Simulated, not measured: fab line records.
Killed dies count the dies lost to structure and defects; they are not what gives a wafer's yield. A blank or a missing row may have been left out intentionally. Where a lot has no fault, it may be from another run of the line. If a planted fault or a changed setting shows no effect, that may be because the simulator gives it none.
Chamber matching    flow sfq-line    SFQ_TRILAYER_I5_BARC_OPEN_VIA_ETCH_200 on rie-diel-04 has 3 sister chambers
The step etches BARC in O2, target depth 125 nm, time 41.7 s. 6 wafers are shown with their chamber, then 6 later ones without.

WAFERS, EACH WITH ITS CHAMBER
wafer   chamber  drypump-motor-current-A (A)  oes-product-au (a.u.)
L567.4  3        6.4                          0.685
L574.4  0        5.9                          0.690
L577.4  0        5.8                          0.685
L577.5  2        5.3                          0.692
L582.3  2        5.3                          0.688
L582.4  3        6.4                          0.689

WAFERS MISSING THEIR CHAMBER
wafer   drypump-motor-current-A (A)  oes-product-au (a.u.)
L582.5  5.3                          0.690
L585.4  5.8                          0.679
L585.5  5.4                          0.691
L589.1  5.4                          0.684
L589.3  5.4                          0.680
L589.4  5.8                          0.681

WHICH CHAMBER EACH WENT THROUGH
wafer   from the rows above  in truth
L582.5  2                    2
L585.4  0                    0
L585.5  2                    2
L589.1  2                    2
L589.3  2                    2
L589.4  0                    0
Correctly placed: 6 of 6. Left unplaced by these rows: 0. Number placed wrongly: 0.
How it was worked out, from the rows above alone: a wafer's distance from a chamber is the root of the sum, over the readings, of the square of ((its reading less the chamber's mean) divided by the reading's scatter). If the next closest chamber is less than 2 further off than the closest, the wafer can't be placed; otherwise it belongs to the closest. For every chamber, the mean is computed from those of its wafers that are shown. How the scatter is found: for the shown wafers, subtract from each reading the mean of its chamber, square and add these, divide the total by (wafers less chambers), then take the root.
